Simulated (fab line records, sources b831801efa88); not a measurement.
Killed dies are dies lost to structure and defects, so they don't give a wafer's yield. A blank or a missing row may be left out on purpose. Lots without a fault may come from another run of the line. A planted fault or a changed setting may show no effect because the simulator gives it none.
Which tool did it? | flow gf180mcu | 6 lots, 17 wafers sampled, at 2 steps of a route of 602

WHAT THE GAUGES READ, wafer by wafer
GF_VT_IMPLANT_RS_MEAS_48: measures by four-point-probe.
lot  | measured     | on            | LVPWELL_RS (ohm/sq)
L948 | day 8 01:53  | film_metro-03 | 1193.2 1193.5 1192.8
L950 | day 8 21:06  | film_metro-03 | 1198.0 1200.9 1199.7
L952 | day 9 08:58  | film_metro-02 | 1194.8 1199.7 1196.8
L954 | day 9 22:24  | film_metro-04 | 1198.0 1200.3 1196.5
L956 | day 10 10:56 | film_metro-03 | 1193.6 1193.5 1188.2
L962 | day 12 02:25 | film_metro-04 | 1210.9 1197.1

WHICH TOOL RAN EACH LOT (tool, then ch and the chambers of the sampled wafers, then the start)
lot  | GF_LVPWELL_IMPLANT_08
L948 | implanter-03 ch 0, day 4 07:35
L950 | implanter-04 ch 0, day 4 23:43
L952 | implanter-04 ch 0, day 5 09:14
L954 | implanter-03 ch 0, day 5 20:02
L956 | implanter-01 ch 0, day 6 06:34
L962 | implanter-03 ch 0, day 7 15:19
- GF_LVPWELL_IMPLANT_08

THE ANSWER, worked out from the rows above alone
Rule: what is usual is taken from the lots themselves. Put in order of their means at a reading, lots are off if they are a third of the lots or fewer, leave a main group of 4 or more, and stand apart from it by a gap of 3 or more times the standard deviation of the main group's means; of several such gaps the widest counts. A main group whose means are all the same, to the digits that the tables above print for the reading, isn't used. A lot without any number at a reading at which 4 lots or more have one is off too. The other lots that the step has rows for count as sound.
No lot is off at any reading shown: from this, nothing can be told.

WHAT THE SIMULATOR HAD PUT IN
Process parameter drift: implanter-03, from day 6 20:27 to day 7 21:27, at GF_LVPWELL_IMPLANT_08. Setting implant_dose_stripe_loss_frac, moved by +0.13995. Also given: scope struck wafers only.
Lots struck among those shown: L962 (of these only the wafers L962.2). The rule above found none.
